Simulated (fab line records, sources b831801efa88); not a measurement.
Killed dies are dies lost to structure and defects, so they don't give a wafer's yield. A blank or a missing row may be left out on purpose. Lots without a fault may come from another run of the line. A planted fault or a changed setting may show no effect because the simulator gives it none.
fab line records | flow gf180mcu
record lots=12 wafers=36 last_day=34
route steps=602 shown STI@15 VT_IMPLANT@131 HV_LDD@196
lots that met no fault: from a run of the same line without faults
start_h: hours from the record's first day to the start of the lot's first wafer shown | wait_h: hours since the lot's step before | " the same as in the row above | L1.1+2: a row that stands for several wafers | - no value, or no start given | * or withheld: withheld | < > ~ a bound
route shown NAME@n: a module of which the file shows steps, and the number in the route of the first | usual: mean/standard deviation of fault-free wafers | same: alike in all rows | chamber/n: place in a boat | sites: the reading at each site | _std_site: their standard deviation | _edge_site: outer sites' mean less inner sites' | radius_mm: how far each site lies from the wafer's centre | mask NAME#n: copy n | behind: the tool/chamber that last shaped the wafer | hold: why the lot was held/for how many hours/how that ended | device: the transistor (n, p or np) that didn't switch | end of line: the same wafers' tests at the end of the route | a step without rows: its recipe alone | killed: dies lost to structure and defects at the first sort, not the wafer's yield | map: a wafer's dies, x killed, . not, _ none there
set.NAME: the setting as run; set.NAME@STEP: as run at that earlier step | model.NAME: the simulator's own value behind a step, which no gauge read
steps of the route over a sample of lots; a table a step, a row a wafer
services: from which hour (start_h, from the record's first day; less than 0 if before it) a tool's chamber was out of use, for how many hours, and why
## steps
# step GF_STI_ETCH_14
# recipe target=Si chemistry=HBr/Cl2/O2 target_depth_nm=360 icp_w=600 bias_w=150 pressure_mtorr=15 HBr_flow_sccm=150 Cl2_flow_sccm=40 O2_flow_sccm=6 time_s=102.9
# usual O2_flow_sccm=6.000/0.018 drypump_motor_current_A=5.9/0.47 oes_product_au=1.004/0.012 throttle_valve_pct=25.654/0.011
# columns lot.wafer tool chamber start_h wait_h O2_flow_sccm drypump_motor_current_A oes_product_au rf_hours_counter_h throttle_valve_pct
L460.4 rie_si-02 1 40.45 0.0 6.008 5.0 1.004 146 25.658
L460.5 " 0 " " 6.008 6.2 1.000 - 25.660
L460.6 " 3 " " 5.973 6.1 1.007 - 25.673
L461.1 rie_si-01 3 46.51 0.0 6.014 5.5 1.031 47 25.653
L461.2 " 2 " " 6.000 5.6 0.995 115 25.660
L461.4 " 1 " " 6.010 5.3 1.001 3 25.651
L462.1 rie_si-02 0 50.11 0.0 6.007 6.2 0.989 93 25.660
L462.4 " 2 " " 5.986 6.3 0.998 80 25.652
L462.6 " 1 " " 5.997 4.9 1.006 - 25.649
L463.1 rie_si-02 1 57.65 0.0 6.033 4.9 0.998 146 25.632
L463.2 " 0 " " 6.003 6.2 0.991 93 25.669
L463.3 " 3 " " 6.011 6.1 1.011 3 25.654
L464.3 rie_si-01 3 62.76 0.0 5.999 5.5 1.018 47 25.626
L464.4 " 0 " " 6.025 6.4 1.003 3 25.652
L464.6 " 3 " " 6.005 5.5 1.021 - 25.636
L465.2 rie_si-02 2 68.46 0.0 6.018 6.3 0.999 80 25.654
L465.3 " 0 " " 5.984 6.2 0.987 93 25.668
L465.4 " 2 " " 6.009 6.3 0.996 - 25.678
L469.1 rie_si-01 0 87.55 0.0 6.008 6.3 1.006 3 25.632
L469.2 " 2 " " 5.997 5.6 0.993 116 25.661
L469.3 " 3 " " 6.015 5.5 1.022 47 25.634
L473.4 rie_si-02 3 108.29 0.1 5.999 6.1 0.990 - 25.658
L473.5 " 2 " " 5.994 6.3 1.002 - 25.662
L473.6 " 0 " " 5.984 6.3 0.992 - 25.644
L474.3 rie_si-02 2 114.46 0.0 6.017 6.3 1.011 80 25.638
L474.5 " 2 " " 6.037 6.3 1.008 - 25.649
L474.6 " 0 " " 5.992 6.2 0.996 - 25.665
L475.1 rie_si-02 3 119.60 0.0 6.022 6.1 0.994 4 25.662
L475.4 " 0 " " 5.984 6.2 0.982 - 25.660
L475.6 " 3 " " 5.988 6.1 1.006 - 25.644
L476.1 rie_si-01 3 123.70 0.0 5.968 5.5 1.028 48 25.639
L476.5 " 2 " " 6.005 5.6 0.999 - 25.659
L476.6 " 1 " " 6.019 5.3 1.014 - 25.644
L479.1 rie_si-02 2 138.36 0.0 6.021 6.3 1.010 81 25.631
L479.2 " 0 " " 6.000 6.3 0.995 94 25.641
L479.3 " 1 " " 5.961 4.9 0.997 0 25.638
# step GF_VT_IMPLANT_IMPLANT_41
# recipe species=As energy_kev=70 dose_cm2=1.013e+12 tilt_deg=7
# usual end_station_pressure_torr=5.01e-06/2.3e-07 faraday_current_uA=5.71/0.11
# same implant_ion_amu=75
# columns lot.wafer tool chamber start_h wait_h end_station_pressure_torr faraday_current_uA
L460.4 implanter-01 0 178.17 0.1 5.07e-06 5.76
L460.5 " 0 " " 5.16e-06 5.74
L460.6 " 0 " " 4.92e-06 5.76
L461.1 implanter-03 0 184.69 0.0 4.81e-06 5.69
L461.2 " 0 " " 5.31e-06 5.96
L461.4 " 0 " " 5.4e-06 5.71
L462.1 implanter-01 0 188.11 0.0 5.1e-06 5.56
L462.4 " 0 " " 5.43e-06 5.71
L462.6 " 0 " " 5.24e-06 5.63
L463.1 implanter-03 0 199.95 0.0 5.25e-06 5.66
L463.2 " 0 " " 4.83e-06 5.77
L463.3 " 0 " " 4.7e-06 5.65
L464.3 implanter-01 0 206.09 0.1 5.62e-06 5.81
L464.4 " 0 " " 4.99e-06 5.50
L464.6 " 0 " " 4.87e-06 5.73
L465.2 implanter-01 0 212.94 0.0 4.74e-06 5.68
L465.3 " 0 " " 4.86e-06 5.73
L465.4 " 0 " " 4.87e-06 5.57
L469.1 implanter-03 0 239.96 0.0 4.93e-06 5.76
L469.2 " 0 " " 5.15e-06 5.66
L469.3 " 0 " " 5.01e-06 5.74
L473.4 implanter-04 0 267.14 0.1 4.82e-06 5.80
L473.5 " 0 " " 5.07e-06 5.69
L473.6 " 0 " " 5.3e-06 5.78
L474.3 implanter-04 0 271.29 0.1 4.93e-06 5.82
L474.5 " 0 " " 4.92e-06 5.75
L474.6 " 0 " " 4.72e-06 5.62
L475.1 implanter-01 0 278.36 0.0 5.13e-06 5.68
L475.4 " 0 " " 4.91e-06 5.73
L475.6 " 0 " " 5.04e-06 5.66
L476.1 implanter-01 0 287.56 0.0 4.67e-06 5.70
L476.5 " 0 " " 5.65e-06 5.77
L476.6 " 0 " " 5.26e-06 5.72
L479.1 implanter-03 0 303.09 0.0 4.96e-06 5.57
L479.2 " 0 " " 4.78e-06 5.74
L479.3 " 0 " " 4.65e-06 5.65
# step GF_VT_IMPLANT_TW_MEAS_43
# usual VT_IMPLANT_4_TW=693/3.7
# columns lot.wafer tool chamber start_h wait_h VT_IMPLANT_4_TW
L460.4 film_metro-03 - 178.37 0.1 700
L460.5 " - " " 699
L460.6 " - " " 699
L461.1 film_metro-02 - 184.94 0.1 692
L461.2 " - " " 691
L461.4 " - " " 689
L462.1 film_metro-03 - 188.36 0.1 674
L462.4 " - " " 674
L462.6 " - " " 679
L463.1 film_metro-02 - 200.20 0.1 694
L463.2 " - " " 693
L463.3 " - " " 694
L464.3 film_metro-02 - 206.31 0.1 679
L464.4 " - " " 672
L464.6 " - " " 673
L465.2 film_metro-02 - 213.17 0.1 675
L465.3 " - " " 678
L465.4 " - " " 676
L469.1 film_metro-04 - 240.21 0.1 690
L469.2 " - " " 690
L469.3 " - " " 689
L473.4 film_metro-02 - 267.34 0.1 690
L473.5 " - " " 689
L473.6 " - " " 691
L474.3 film_metro-04 - 271.51 0.1 687
L474.5 " - " " 686
L474.6 " - " " 688
L475.1 film_metro-02 - 278.61 0.1 689
L475.4 " - " " 694
L475.6 " - " " 691
L476.1 film_metro-03 - 287.81 0.1 700
L476.5 " - " " 699
L476.6 " - " " 693
L479.1 film_metro-03 - 303.34 0.1 694
L479.2 " - " " 693
L479.3 " - " " 695
# step GF_HV_LDD_OVL_MEAS_20
# usual HV_LDD_01_OVL=0.5/1.4
# columns lot.wafer tool chamber start_h wait_h HV_LDD_01_OVL[nm]
L460.4 overlay-02 - 256.91 0.1 -0.1
L460.5 " - " " -0.8
L460.6 " - " " 0.4
L461.1 overlay-01 - 265.87 0.1 1.1
L461.2 " - " " 2.0
L461.4 " - " " 3.0
L462.1 overlay-02 - 268.48 0.1 1.0
L462.4 " - " " 0.7
L462.6 " - " " 1.0
L463.1 overlay-02 - 283.58 0.1 1.3
L463.2 " - " " -1.0
L463.3 " - " " 0.2
L464.3 overlay-02 - 290.14 0.1 -0.8
L464.4 " - " " -2.0
L464.6 " - " " -0.5
L465.2 overlay-02 - 296.98 0.1 0.0
L465.3 " - " " -0.4
L465.4 " - " " 0.0
L469.1 overlay-01 - 327.27 0.1 -0.3
L469.2 " - " " -0.9
L469.3 " - " " -1.3
L473.4 overlay-01 - 359.01 0.1 -0.4
L473.5 " - " " 0.2
L473.6 " - " " -1.4
L474.3 overlay-02 - 364.51 0.1 1.3
L474.5 " - " " -1.5
L474.6 " - " " -0.3
L475.1 overlay-01 - 371.04 0.1 -0.1
L475.4 " - " " 0.4
L475.6 " - " " -1.2
L476.1 overlay-02 - 383.52 0.1 0.4
L476.5 " - " " 1.5
L476.6 " - " " 1.5
L479.1 overlay-02 - 400.96 0.1 2.5
L479.2 " - " " 2.2
L479.3 " - " " 2.8
# step GF_HV_LDD_STRIP_49
# recipe chemistry=O2/N2 power_w=1400 pressure_mtorr=1500 platen_temp_c=250 o2_flow_sccm=3000 n2_flow_sccm=300 overash_fraction=0.5
# usual drypump_motor_current_A=5.8/0.66 heater_power_w=324/24 oes_product_au=0.716/0.0043 strip_time_to_endpoint_s=12.63/0.034
# columns lot.wafer tool chamber start_h wait_h drypump_motor_current_A heater_power_w oes_product_au rf_hours_counter_h strip_time_to_endpoint_s
L460.4 plasma_asher-01 0 297.50 0.1 5.6 292 0.709 - 12.60
L460.5 " 0 " " 5.6 293 0.714 - 12.60
L460.6 " 1 " " 5.8 319 0.710 - 12.59
L461.1 plasma_asher-04 1 306.55 0.1 4.8 354 0.718 15 12.63
L461.2 " 0 " " 6.7 325 0.712 15 12.65
L461.4 " 0 " " 6.7 332 0.716 - 12.61
L462.1 plasma_asher-03 0 310.38 0.1 6.7 364 0.719 67 12.67
L462.4 " 1 " " 6.0 292 0.715 - 12.63
L462.6 " 1 " " 6.0 303 0.714 - 12.65
L463.1 plasma_asher-01 1 326.01 0.1 5.8 313 0.709 55 12.57
L463.2 " 0 " " 5.6 300 0.708 55 12.59
L463.3 " 1 " " 5.8 314 0.718 - 12.63
L464.3 plasma_asher-04 0 332.71 0.1 6.7 325 0.718 - 12.61
L464.4 " 1 " " 4.7 367 0.715 - 12.57
L464.6 " 0 " " 6.7 326 0.711 - 12.60
L465.2 plasma_asher-03 0 339.21 0.1 6.7 357 0.715 70 12.63
L465.3 " 1 " " 6.0 313 0.714 - 12.64
L465.4 " 0 " " 6.7 361 0.717 - 12.64
L469.1 plasma_asher-04 1 372.13 0.1 4.7 362 0.720 22 12.60
L469.2 " 0 " " 6.7 325 0.719 22 12.59
L469.3 " 1 " " 4.7 344 0.725 - 12.61
L473.4 plasma_asher-04 1 406.71 0.1 4.7 350 0.713 - 12.61
L473.5 " 1 " " 4.7 358 0.714 - 12.60
L473.6 " 0 " " 6.7 323 0.713 - 12.62
L474.3 plasma_asher-04 0 411.58 0.1 6.7 329 0.711 - 12.64
L474.5 " 1 " " 4.8 352 0.704 - 12.63
L474.6 " 0 " " 6.7 331 0.712 - 12.63
L475.1 plasma_asher-04 0 419.45 0.1 6.7 330 0.709 31 12.64
L475.4 " 0 " " 6.7 320 0.723 - 12.66
L475.6 " 0 " " 6.7 329 0.717 - 12.69
L476.1 plasma_asher-04 0 432.63 0.1 6.7 330 0.711 33 12.61
L476.5 " 0 " " 6.7 325 0.721 - 12.65
L476.6 " 1 " " 4.7 366 0.718 - 12.64
L479.1 plasma_asher-01 1 449.76 0.1 5.8 313 0.707 66 12.67
L479.2 " 0 " " 5.6 303 0.720 66 12.68
L479.3 " 0 " " 5.6 305 0.716 - 12.69
## services
# columns tool chamber start_h hours kind
rie_si-02 3 67.72 9.4 repair
plasma_asher-04 - 73.45 4.0 repair
rie_si-02 0 74.94 3.9 repair
implanter-01 - 98.03 7.6 pm
implanter-03 - 102.13 1.4 repair
plasma_asher-04 - 108.75 9.0 pm
implanter-03 - 124.15 3.2 pm
implanter-01 - 132.11 1.2 repair
implanter-01 - 172.00 0.6 repair
rie_si-02 2 186.22 3.4 repair
rie_si-01 0 195.20 8.9 repair
plasma_asher-04 - 209.91 45.2 pm
implanter-01 - 220.09 5.1 pm
rie_si-02 2 228.98 2.9 repair
plasma_asher-04 - 263.11 3.0 repair
plasma_asher-04 - 265.02 10.6 repair
rie_si-02 0 318.10 15.5 repair
implanter-03 - 326.00 1.8 repair
implanter-01 - 331.04 2.2 repair
plasma_asher-04 - 341.70 2.8 pm
rie_si-02 - 355.49 15.6 pm
rie_si-02 - 371.09 2.8 pm
rie_si-02 0 388.87 7.8 repair
rie_si-01 2 394.86 7.4 repair
## key
first_sign step=GF_VT_IMPLANT_TW_MEAS_43 reading=VT_IMPLANT_4_TW direction=down sigmas=4.7 usual=693 struck=676
effect none on later readings
met_at GF_VT_IMPLANT_IMPLANT_41
struck_lots L462,L464,L465
tester_left_out L462,L464,L465
not_acting_at GF_STI_ETCH_14,GF_HV_LDD_OVL_MEAS_20,GF_HV_LDD_STRIP_49
onset_between 178.17 188.11
fault kind=process_parameter_drift tool=implanter-01 chamber=- onset_h=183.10 steps=GF_VT_IMPLANT_IMPLANT_41 channel=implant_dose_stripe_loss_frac offset=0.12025 shape=step end_h=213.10
# tester_left_out: of these lots the tester's yield and bins aren't shown, on N5 and GAA mostly nor the transistor test; their killed dies are dies lost to structure and defects alone, not to doping, threshold or leakage, so they don't give the yield
